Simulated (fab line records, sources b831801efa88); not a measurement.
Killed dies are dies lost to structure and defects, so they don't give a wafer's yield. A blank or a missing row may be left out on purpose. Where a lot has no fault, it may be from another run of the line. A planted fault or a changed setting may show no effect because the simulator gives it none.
Shared-tool check | flow gf180mcu | Lots sampled 14, wafers sampled 42

WHY IT WAS OPENED
Flagged at GF_POLY_GATE_CD_MEAS_10: reading cd-nm, on 2 of 14 lots. No-fault wafers: 280.1 nm, standard deviation 1.2.
Rule: flag the lot when none of its wafers has a number, or when each of its wafers that has one lies beyond 4 standard deviations from that mean. The other lots count as sound.

lot  | measured     | on        | cd-nm (nm), wafer by wafer | flag
L738 | day 9 22:08  | cd-sem-02 | 279.5 279.4 278.5          |
L740 | day 10 11:32 | cd-sem-02 | 280.6 280.8 280.3          |
L741 | day 10 18:54 | cd-sem-02 | 279.5 280.2 280.7          |
L742 | day 11 02:51 | cd-sem-01 | 281.5 282.8 282.7          |
L743 | day 11 08:30 | cd-sem-01 | 278.8 282.4 280.8          |
L744 | day 11 14:07 | cd-sem-01 | 279.7 279.6 280.6          |
L746 | day 12 08:28 | cd-sem-01 | 280.0 280.7 280.2          |
L747 | day 12 10:13 | cd-sem-01 | 280.3 280.0 279.7          |
L748 | day 13 00:42 | cd-sem-01 | 278.5 278.2 277.7          |
L749 | day 13 04:09 | cd-sem-02 | 278.8 278.6 280.1          |
L751 | day 13 19:29 | cd-sem-02 | 281.4 279.8 281.5          |
L753 | day 14 08:30 | cd-sem-01 | 279.4 279.2 279.7          |
L756 | day 15 06:49 | cd-sem-01 | 294.8 295.8 295.7          | FLAGGED
L758 | day 15 18:17 | cd-sem-01 | 294.7 293.0 293.2          | FLAGGED
The numbers of the flagged lots are 294.5 nm on average: +14.4 nm against the usual, or +12 standard deviations.

WHICH TOOL EACH LOT WENT THROUGH
The record holds 1 process step before the reading, out of a route of 602 steps. Cell contents, in order: the tool; ch with the chambers the sampled wafers went through; the start.
lot  | flag    | GF_POLY_GATE_SOFTBAKE_06
L738 |         | litho-track-02 ch 0, day 9 13:00
L740 |         | litho-track-03 ch 0, day 10 01:00
L741 |         | litho-track-03 ch 0, day 10 09:00
L742 |         | litho-track-03 ch 0, day 10 17:00
L743 |         | litho-track-03 ch 0, day 10 22:00
L744 |         | litho-track-03 ch 0, day 11 04:00
L746 |         | litho-track-01 ch 0, day 11 22:00
L747 |         | litho-track-02 ch 0, day 12 00:00
L748 |         | litho-track-02 ch 0, day 12 13:00
L749 |         | litho-track-03 ch 0, day 12 17:00
L751 |         | litho-track-03 ch 0, day 13 09:00
L753 |         | litho-track-02 ch 0, day 13 21:00
L756 | FLAGGED | litho-track-01 ch 0, day 14 19:00
L758 | FLAGGED | litho-track-01 ch 0, day 15 07:00
These steps, and what they do:
- GF_POLY_GATE_SOFTBAKE_06: time 60 s.
- GF_POLY_GATE_CD_MEAS_10: target cd 280 nm.

FLAGGED OVER TOTAL, TOOL BY TOOL (the gauges that took the reading come last)
step                     | tool           | lots run | flagged | share of the flagged lots | sound lots run after its first flagged lot
GF_POLY_GATE_SOFTBAKE_06 | litho-track-01 | 3        | 2       | all                       | 0
GF_POLY_GATE_SOFTBAKE_06 | litho-track-02 | 4        | 0       | none                      | -
GF_POLY_GATE_SOFTBAKE_06 | litho-track-03 | 7        | 0       | none                      | -
GF_POLY_GATE_CD_MEAS_10  | cd-sem-01      | 9        | 2       | all                       | 0
GF_POLY_GATE_CD_MEAS_10  | cd-sem-02      | 5        | 0       | none                      | -

WHAT THE TABLE PERMITS
Table rows that saw every flagged lot: 2, namely litho-track-01 at GF_POLY_GATE_SOFTBAKE_06 and cd-sem-01 at GF_POLY_GATE_CD_MEAS_10.
- litho-track-01 at GF_POLY_GATE_SOFTBAKE_06: 2 of its 3 lots flagged. It ran its last sound lot, L746, at day 11 22:00 and its first flagged lot, L756, at day 14 19:00: a fault with its onset between the two fits. Its own readings (heater-power-total-W, plate-temp-C) fall more than 4 standard deviations out on all wafers of the flagged lots.
- cd-sem-01 at GF_POLY_GATE_CD_MEAS_10: 2 of its 9 lots flagged. It ran its last sound lot, L753, at day 14 08:30 and its first flagged lot, L756, at day 15 06:49: a fault with its onset between the two fits.
These 2 tools cannot be told apart by counting lots, since each of them fits a fault that started at some hour. More lots, or a look at what each step does to the wafer, might.

WHAT THE SIMULATOR HAD INSERTED
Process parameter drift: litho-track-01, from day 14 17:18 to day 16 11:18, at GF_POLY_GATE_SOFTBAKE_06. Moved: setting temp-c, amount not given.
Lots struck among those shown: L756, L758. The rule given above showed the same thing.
